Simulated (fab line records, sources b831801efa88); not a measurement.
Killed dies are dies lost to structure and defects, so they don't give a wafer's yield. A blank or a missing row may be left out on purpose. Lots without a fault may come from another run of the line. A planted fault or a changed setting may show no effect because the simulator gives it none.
One fault seen from 2 desks | flow gf180mcu | each desk has only its own numbers; what lay behind them comes last

THE TOOL OWNER'S DESK: implanter-02
The tool's own readings at GF_HV_LDD_IMPLANT_35: means of the sampled wafers that have a number, for each lot that ran on this tool. A lot is out of limits, marked OUT, if its mean lies more than 4 standard deviations from the usual mean; the brackets give that distance.
Columns: A = dose_ions_cm2 at GF_HV_LDD_IMPLANT_35, usual 7.5e+12; B = faraday_current_uA at GF_HV_LDD_IMPLANT_35, usual 42.3
lot  | first seen here | A                 | B
L127 | day 13 14:19    | 7.5e+12           | 41.7
L137 | day 16 20:53    | 8.0e+12 (+65) OUT | 45.3
L138 | day 17 02:45    | 8.0e+12 (+67) OUT | 45.3
This desk's finding: out of limits on L137, L138; first on L137, day 16 20:53 (dose_ions_cm2 at GF_HV_LDD_IMPLANT_35). In limits: L127.

THE METROLOGY DESK
What the gauges read, lot by lot, whatever tool the lot ran on: means of the sampled wafers that have a number. A lot is out of limits, marked OUT, if its mean lies more than 4 standard deviations from the usual mean; the brackets give that distance.
Columns: A = HV_LDD_2_TW at GF_HV_LDD_TW_MEAS_23, usual 1053; B = cd_nm at GF_HV_LDD_CD_MEAS_31, usual 399.8 nm; C = HV_LDD_02_OVL at GF_HV_LDD_OVL_MEAS_32, usual -0.9 nm
lot  | first seen here | A    | B     | C
L123 | day 11 11:55    | 1058 | 397.9 | -1.7
L127 | day 12 18:01    | 1058 | 400.7 | -1.5
L137 | day 15 22:15    | 1053 | 401.9 | -4.8
L138 | day 16 04:31    | 1050 | 397.9 | 2.2
L141 | day 17 05:10    | 1059 | 401.4 | 0.8
L142 | day 17 10:43    | 1052 | 396.8 | 1.7
This desk's finding: nothing out of limits on any of the 6 lots.

PUT TOGETHER
The tool owner's desk could have raised an alarm at day 16 20:53, on L137, L138.
The metrology desk saw nothing out of limits.
The metrology desk has L137, L138 on record, within its limits.
Of the lots named, all ran GF_HV_LDD_IMPLANT_35 on implanter-02.

WHAT THE SIMULATOR HAD PUT IN
Process parameter drift: implanter-02, from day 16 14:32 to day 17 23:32, at GF_HV_LDD_IMPLANT_35. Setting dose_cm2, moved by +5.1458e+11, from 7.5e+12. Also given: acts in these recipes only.
Lots struck among those shown: L137, L138.
Hours from the fault's start to each desk's first reading out of limits: the tool owner's desk, 6.
